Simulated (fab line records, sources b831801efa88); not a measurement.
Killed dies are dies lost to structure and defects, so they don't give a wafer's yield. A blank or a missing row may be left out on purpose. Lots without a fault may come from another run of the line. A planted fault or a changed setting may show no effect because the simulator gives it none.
Tool commonality check | flow gf180mcu | 14 lots, 48 wafers sampled

WHY IT WAS OPENED
At GF_M4_CD_MEAS_14 the reading cd_nm is flagged on 2 of 14 lots. Wafers without a fault read 279.9 nm, standard deviation 0.99.
Rule: a lot is flagged when every wafer of it that has a number lies more than 4 standard deviations from that mean, or none has a number. The other lots count as sound.

lot  | measured     | on        | cd_nm (nm), wafer by wafer          | flag
L437 | day 23 10:01 | cd_sem-02 | 279.7 279.0 278.6                   |
L438 | day 23 15:17 | cd_sem-01 | 279.6 279.9 280.0                   |
L439 | day 23 23:04 | cd_sem-01 | 278.0 277.4 278.5                   |
L441 | day 24 20:28 | cd_sem-02 | 278.8 280.3 280.1                   |
L443 | day 25 07:36 | cd_sem-02 | 281.4 280.7 279.7                   |
L444 | day 25 17:48 | cd_sem-01 | 279.2 277.4 278.9                   |
L446 | day 26 11:26 | cd_sem-02 | 280.8 280.8 281.0                   |
L447 | day 26 20:21 | cd_sem-02 | 280.7 279.8 280.0                   |
L448 | day 27 00:50 | cd_sem-02 | 279.1 279.8 280.3                   |
L453 | day 28 13:47 | cd_sem-02 | 279.9 280.4 280.2                   |
L454 | day 29 00:58 | cd_sem-02 | 241.3 251.8 257.6 241.2 251.8 257.5 | FLAGGED
L455 | day 29 03:28 | cd_sem-02 | 243.9 255.3 259.4 244.4 255.1 259.8 | FLAGGED
L459 | day 30 13:58 | cd_sem-02 | 281.1 281.3 280.2                   |
L460 | day 30 14:23 | cd_sem-01 | 279.6 280.2 280.5                   |
The numbers of the flagged lots are 251.6 nm on average: -28.3 nm against the usual, or -29 standard deviations.

WHICH TOOL RAN EACH LOT
The record holds 3 process steps before the reading, out of a route of 602 steps. In each cell: the tool, then ch and the chambers that the sampled wafers went through, then the start.
lot  | flag    | GF_V3_SPUTTER_22             | GF_M4_SPUTTER_00             | GF_M4_EXPOSE_11
L437 |         | pvd_sputter-02, day 22 10:54 | pvd_sputter-03, day 22 11:39 | krf_scanner-01 ch 0, day 22 23:32
L438 |         | pvd_sputter-04, day 22 15:51 | pvd_sputter-03, day 22 16:36 | krf_scanner-01 ch 0, day 23 04:23
L439 |         | pvd_sputter-04, day 22 23:50 | pvd_sputter-02, day 23 00:35 | krf_scanner-01 ch 0, day 23 11:32
L441 |         | pvd_sputter-02, day 23 22:16 | pvd_sputter-03, day 23 23:00 | krf_scanner-01 ch 0, day 24 09:41
L443 |         | pvd_sputter-04, day 24 08:52 | pvd_sputter-03, day 24 09:58 | krf_scanner-01 ch 0, day 24 21:25
L444 |         | pvd_sputter-02, day 24 20:14 | pvd_sputter-03, day 24 20:52 | krf_scanner-01 ch 0, day 25 07:26
L446 |         | pvd_sputter-04, day 25 13:50 | pvd_sputter-02, day 25 14:28 | krf_scanner-01 ch 0, day 26 01:26
L447 |         | pvd_sputter-04, day 25 22:36 | pvd_sputter-01, day 25 23:14 | krf_scanner-01 ch 0, day 26 09:26
L448 |         | pvd_sputter-02, day 26 03:51 | pvd_sputter-03, day 26 04:29 | krf_scanner-01 ch 0, day 26 14:56
L453 |         | pvd_sputter-04, day 27 18:21 | pvd_sputter-03, day 27 18:59 | krf_scanner-01 ch 0, day 28 04:25
L454 | FLAGGED | pvd_sputter-04, day 28 05:37 | pvd_sputter-01, day 28 06:14 | krf_scanner-01 ch 0, day 28 15:40
L455 | FLAGGED | pvd_sputter-01, day 28 07:31 | pvd_sputter-02, day 28 08:13 | krf_scanner-01 ch 0, day 28 17:58
L459 |         | pvd_sputter-02, day 29 18:31 | pvd_sputter-02, day 29 19:08 | krf_scanner-02 ch 0, day 30 04:54
L460 |         | pvd_sputter-01, day 29 19:02 | pvd_sputter-03, day 29 19:40 | krf_scanner-02 ch 0, day 30 05:22
What these steps do:
- GF_V3_SPUTTER_22: material TiN, target thk 10 nm, time 40 s.
- GF_M4_SPUTTER_00: material Ti, target thk 37.5 nm, time 150 s.
- GF_M4_EXPOSE_11: exposes mask Metal4, target cd 280 nm.
- GF_M4_CD_MEAS_14: target cd 280 nm.

FLAGGED OVER TOTAL, TOOL BY TOOL (the gauges that took the reading come last)
step             | tool           | lots run | flagged | share of the flagged lots | sound lots run after its first flagged lot
GF_V3_SPUTTER_22 | pvd_sputter-01 | 2        | 1       | some                      | 1 (L460)
GF_V3_SPUTTER_22 | pvd_sputter-02 | 5        | 0       | none                      | -
GF_V3_SPUTTER_22 | pvd_sputter-04 | 7        | 1       | some                      | 0
GF_M4_SPUTTER_00 | pvd_sputter-01 | 2        | 1       | some                      | 0
GF_M4_SPUTTER_00 | pvd_sputter-02 | 4        | 1       | some                      | 1 (L459)
GF_M4_SPUTTER_00 | pvd_sputter-03 | 8        | 0       | none                      | -
GF_M4_EXPOSE_11  | krf_scanner-01 | 12       | 2       | all                       | 0
GF_M4_EXPOSE_11  | krf_scanner-02 | 2        | 0       | none                      | -
GF_M4_CD_MEAS_14 | cd_sem-01      | 4        | 0       | none                      | -
GF_M4_CD_MEAS_14 | cd_sem-02      | 10       | 2       | all                       | 1 (L459)

WHAT THE TABLE ALLOWS
2 rows of the table ran every flagged lot: krf_scanner-01 at GF_M4_EXPOSE_11, cd_sem-02 at GF_M4_CD_MEAS_14.
- krf_scanner-01 at GF_M4_EXPOSE_11: 2 of its 12 lots flagged. Its last sound lot is L453 (day 28 04:25), its first flagged lot L454 (day 28 15:40): a fault that began between those two fits.
- cd_sem-02 at GF_M4_CD_MEAS_14: 2 of its 10 lots flagged. Sound lots ran on it after the first flagged one (L459), which a lasting fault on the whole tool wouldn't allow.
One tool is left: krf_scanner-01 at GF_M4_EXPOSE_11.

WHAT THE SIMULATOR HAD PUT IN
Process parameter drift: krf_scanner-01, from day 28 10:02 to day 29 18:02, at GF_M4_EXPOSE_11. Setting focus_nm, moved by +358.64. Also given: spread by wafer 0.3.
Lots struck among those shown: L454, L455. The rule above found the same.
